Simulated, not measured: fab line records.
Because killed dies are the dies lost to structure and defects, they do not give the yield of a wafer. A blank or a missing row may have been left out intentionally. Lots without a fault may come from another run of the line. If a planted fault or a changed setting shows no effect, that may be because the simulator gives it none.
Which tool was responsible? -- flow sky130 -- 35 wafers from 12 lots sampled at 7 of the route's 708 steps

WHAT THE GAUGES READ, wafer by wafer
SKY_SD_N_CD_MEAS_07 targets a cd of 380 nm.
lot,measured,on,cdNm (nm)
L344,day 27 19:16,cdSem-02,378.9 376.4 378.8
L347,day 28 22:27,cdSem-02,379.7 379.7 375.9
L348,day 29 02:16,cdSem-02,376.0 377.8 375.7
L350,day 30 04:09,cdSem-02,378.2 380.3 380.1
L351,day 30 09:22,cdSem-01,382.4 381.4 379.5
L359,day 33 02:02,cdSem-02,380.6 378.8 377.7
L360,day 33 08:09,cdSem-02,384.3 381.7
L361,day 33 16:09,cdSem-01,376.8 377.0 377.0
L364,day 34 13:31,cdSem-02,383.0 382.8 379.2
L365,day 34 20:41,cdSem-02,380.9 385.0 382.9
L366,day 35 05:06,cdSem-01,380.4 380.4 381.2
L367,day 35 07:19,cdSem-01,375.7 375.2 376.7

SKY_LI_CONTACT_CD_MEAS_12 targets a cd of 170 nm.
lot,measured,on,cdNm (nm)
L344,day 29 00:28,cdSem-02,170.4 170.0 169.7
L347,day 30 04:30,cdSem-01,170.7 171.9 171.8
L348,day 30 07:40,cdSem-01,169.0 170.3 168.9
L350,day 31 09:38,cdSem-01,171.5 172.5 171.3
L351,day 31 14:38,cdSem-01,169.4 168.6 168.1
L359,day 34 06:23,cdSem-01,169.4 170.8 169.2
L360,day 34 12:44,cdSem-02,173.8 174.0
L361,day 34 20:44,cdSem-02,171.3 171.7 171.8
L364,day 35 17:58,cdSem-02,171.4 171.0 170.9
L365,day 36 00:46,cdSem-01,168.0 167.4 168.6
L366,day 36 09:50,cdSem-02,172.6 173.1 172.9
L367,day 36 12:11,cdSem-02,168.6 171.0 170.2

SKY_CONTACT_RS_MEAS_25: a four-point-probe measurement.
lot,measured,on,CONTACT_W_RS (ohm/sq)
L344,day 31 11:56,filmMetro-02,0.343 0.337 0.342
L347,day 32 15:59,filmMetro-04,0.333 0.337 0.332
L348,day 32 17:58,filmMetro-04,0.335 0.336 0.337
L350,day 33 19:31,filmMetro-01,0.336 0.339 0.340
L351,day 34 00:41,filmMetro-01,0.335 0.339 0.336
L359,day 36 15:11,filmMetro-02,0.339 0.379 0.384
L360,day 36 22:07,filmMetro-04,0.341 0.379
L361,day 37 04:55,filmMetro-02,0.340 0.384 0.378
L364,day 38 02:34,filmMetro-02,0.340 0.342 0.339
L365,day 38 09:17,filmMetro-02,0.340 0.347 0.343
L366,day 38 17:27,filmMetro-01,0.346 0.339 0.345
L367,day 38 19:50,filmMetro-01,0.342 0.342 0.339

SKY_CONTACT_THK_MEAS_26: measures by xrf.
lot,measured,on,CONTACT_W_THK (nm)
L344,day 31 12:01,filmMetro-02,337 342 338
L347,day 32 16:06,filmMetro-04,345 338 345
L348,day 32 18:04,filmMetro-04,341 342 343
L350,day 33 19:38,filmMetro-01,334 331 330
L351,day 34 00:48,filmMetro-01,330 326 327
L359,day 36 15:17,filmMetro-02,339 304 299
L360,day 36 22:12,filmMetro-04,337 303
L361,day 37 05:02,filmMetro-02,340 300 305
L364,day 38 02:41,filmMetro-02,337 337 337
L365,day 38 09:22,filmMetro-02,337 330 337
L366,day 38 17:34,filmMetro-01,330 333 327
L367,day 38 19:57,filmMetro-01,330 332 334

SKY_VIA1_BOW_MEAS_03.
lot,measured,on,VIA1_BOW (um)
L344,day 32 17:43,filmMetro-03,93 99 84
L347,day 33 21:25,filmMetro-03,72 76 79
L348,day 33 23:40,filmMetro-01,65 76 81
L350,day 34 23:40,filmMetro-04,78 87 73
L351,day 35 05:34,filmMetro-04,75 73 88
L359,day 37 18:53,filmMetro-04,87 77 70
L360,day 38 01:55,filmMetro-04,85 83
L361,day 38 08:20,filmMetro-04,85 83 83
L364,day 39 05:37,filmMetro-04,85 88 74
L365,day 39 13:11,filmMetro-03,78 85 94
L366,day 39 20:20,filmMetro-04,75 79 71
L367,day 39 22:55,filmMetro-03,75 80 90

EACH LOT AND THE TOOL THAT RAN IT (in order: tool; ch and the chambers of the sampled wafers; start)
lot,SKY_CONTACT_CVD_24,SKY_CONTACT_CMP_27
L344,"cvdW-01 ch 0,1, day 31 11:48","cmp-01 ch 1,2, day 31 12:06"
L347,"cvdW-02 ch 0,1, day 32 15:52","cmp-01 ch 1,2,3, day 32 16:10"
L348,"cvdW-02 ch 0,1, day 32 17:50","cmp-02 ch 0,1, day 32 18:10"
L350,"cvdW-01 ch 0, day 33 19:25","cmp-01 ch 1,2, day 33 19:42"
L351,"cvdW-01 ch 0,1, day 34 00:34","cmp-02 ch 0,1,3, day 34 00:51"
L359,"cvdW-02 ch 0,1, day 36 15:03","cmp-01 ch 0,2,3, day 36 15:26"
L360,"cvdW-02 ch 0,1, day 36 22:00","cmp-02 ch 2,3, day 36 22:25"
L361,"cvdW-02 ch 0,1, day 37 04:48","cmp-01 ch 0,2, day 37 05:08"
L364,"cvdW-01 ch 0,1, day 38 02:28","cmp-02 ch 1,2,3, day 38 02:45"
L365,"cvdW-01 ch 0,1, day 38 09:09","cmp-02 ch 1,2,3, day 38 09:33"
L366,"cvdW-01 ch 0,1, day 38 17:20","cmp-02 ch 0,2, day 38 17:41"
L367,"cvdW-01 ch 0,1, day 38 19:43","cmp-01 ch 0,1,2, day 38 20:07"
- SKY_CONTACT_CVD_24: deposits W, target thk 340 nm, time 102.12 s.
- SKY_CONTACT_CMP_27: polishes, stops on SiO2, t overpolish 15 s, target thk 0 nm.

AS READ BY THE TOOLS THEMSELVES (means over the sampled wafers that have a number; for cases with no such wafer, the mark the record gives instead)
SKY_CONTACT_CVD_24.
lot,tool,heaterPowerW (W)
L344,cvdW-01,986
L347,cvdW-02,821
L348,cvdW-02,790
L350,cvdW-01,908
L351,cvdW-01,939
L359,cvdW-02,792
L360,cvdW-02,792
L361,cvdW-02,824
L364,cvdW-01,931
L365,cvdW-01,932
L366,cvdW-01,959
L367,cvdW-01,950

SKY_CONTACT_CMP_27.
lot,tool,motorCurrentA (A),retainingRingPressureFrac,timeToEndpointS (s)
L344,cmp-01,11.3,1.000,85
L347,cmp-01,11.3,0.997,81
L348,cmp-02,10.2,0.998,83
L350,cmp-01,11.2,1.005,79
L351,cmp-02,10.7,0.996,79
L359,cmp-01,11.6,1.000,75
L360,cmp-02,12.7,1.000,79
L361,cmp-01,11.4,0.997,74
L364,cmp-02,11.6,1.005,87
L365,cmp-02,12.0,1.005,86
L366,cmp-02,12.1,1.000,84
L367,cmp-01,11.7,1.003,81

THE ANSWER, worked out from the rows above alone
Rule: what is usual is taken from the lots themselves. The widest of any qualifying gaps counts: lots, ordered by their means at a reading, are off when they make up no more than a third of the lots, leave a main group of 4 or more, and stand apart from it by 3 or more times the standard deviation of that group's means. If all means in a main group match to the digits the tables above print for the reading, that group is not used. A lot without any number at a reading at which 4 lots or more have one is off too. The other lots that the step has rows for count as sound. First the gauges in route order, then the tools' own readings, where a lot's mean is used as printed above. At the first step where some lot is off, the reading lying furthest off is the one used; lots without a number count as furthest.
Off: L359, L360, L361, seen at SKY_CONTACT_RS_MEAS_25 (CONTACT_W_RS). The main group: mean 0.339 ohm/sq, standard deviation 0.0031.
If a tool, at a process step before that reading, ran all the lots that are off and no sound lot after the first of them, it fits. The gauges at SKY_CONTACT_RS_MEAS_25 are tried like those tools. One fits: SKY_CONTACT_CVD_24 on cvdW-02. A fault onset in the window from L348 (day 32 17:50, its last sound lot) to L359 (day 36 15:03, its first lot off) fits.

WHAT THE SIMULATOR HAD INSERTED
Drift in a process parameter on cvdW-02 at SKY_CONTACT_CVD_24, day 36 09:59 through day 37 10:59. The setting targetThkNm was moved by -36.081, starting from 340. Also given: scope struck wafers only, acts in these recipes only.
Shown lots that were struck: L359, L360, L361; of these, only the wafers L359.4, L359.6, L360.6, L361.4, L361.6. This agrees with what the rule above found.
